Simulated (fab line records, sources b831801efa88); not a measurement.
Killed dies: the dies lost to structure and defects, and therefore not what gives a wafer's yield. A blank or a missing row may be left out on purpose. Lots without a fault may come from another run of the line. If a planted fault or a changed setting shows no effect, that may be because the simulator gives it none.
One fault seen from 2 desks	flow sky130	only its own numbers are on each desk; what lay behind them is given at the end

DESK OF THE TOOL OWNER: implanter-03
The tool's own readings at SKY_LDD_N_IMPLANT_15: means of the sampled wafers that have a number, for each lot that ran on this tool. The brackets show how far a lot's mean lies from the usual mean; more than 4 standard deviations puts the lot out of limits, marked OUT.
Columns: A = doseIonsCm2 at SKY_LDD_N_IMPLANT_15, usual 5e+12; B = faradayCurrentUA at SKY_LDD_N_IMPLANT_15, usual 28.1
lot	first seen here	A	B
L670	day 17 10:17	5e+12	27.8
L679	day 21 09:43	2e+12 (-99 or more) OUT	13.0 (-30) OUT
L681	day 22 08:26	2e+12 (-99 or more) OUT	12.7 (-31) OUT
L693	day 25 10:18	5e+12	28.1
Finding of this desk: L679, L681 out of limits; the first was L679 at day 21 09:43, on doseIonsCm2 at SKY_LDD_N_IMPLANT_15. In limits: L670, L693.

THE METROLOGY DESK
What the gauges read, lot by lot, whatever tool the lot ran on: means of the sampled wafers that have a number. The brackets show how far a lot's mean lies from the usual mean; more than 4 standard deviations puts the lot out of limits, marked OUT.
Columns: A = POLY_GATE_CVD_00_THK at SKY_POLY_GATE_THK_MEAS_01, usual 180.3 nm; B = POLY_GATE_CVD_03_THK at SKY_POLY_GATE_THK_MEAS_04, usual 75.5 nm
lot	first seen here	A	B
L670	day 13 20:55	180.1	75.5
L671	day 14 10:08	182.7	74.1
L679	day 17 09:02	182.2	75.9
L682	day 17 20:15	179.7	75.5
L681	day 17 21:27	180.2	76.4
L683	day 18 04:43	180.7	76.2
L684	day 18 15:32	182.4	75.9
L686	day 19 07:07	179.5	75.5
L688	day 20 05:01	178.7	76.1
L689	day 20 12:08	181.8	75.5
L691	day 21 06:17	180.7	73.6
L692	day 21 11:27	181.7	75.0
L693	day 21 17:13	178.5	76.1
Result from this desk: across the 13 lots, nothing is out of limits.

TAKEN TOGETHER
At day 21 09:43, on L679, L681, the tool owner's desk was in a position to raise an alarm.
Metrology desk: nothing out of limits seen.
The metrology desk holds a record of L679, L681, inside its limits.
All the named lots went through SKY_LDD_N_IMPLANT_15 on implanter-03.

WHAT THE SIMULATOR HAD INSERTED
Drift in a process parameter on implanter-03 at SKY_LDD_N_IMPLANT_15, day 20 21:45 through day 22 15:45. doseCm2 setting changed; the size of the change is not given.
Struck lots among those shown: L679, L681.
Each desk's first reading out of limits, in hours after the fault started: the tool owner's desk, 12.
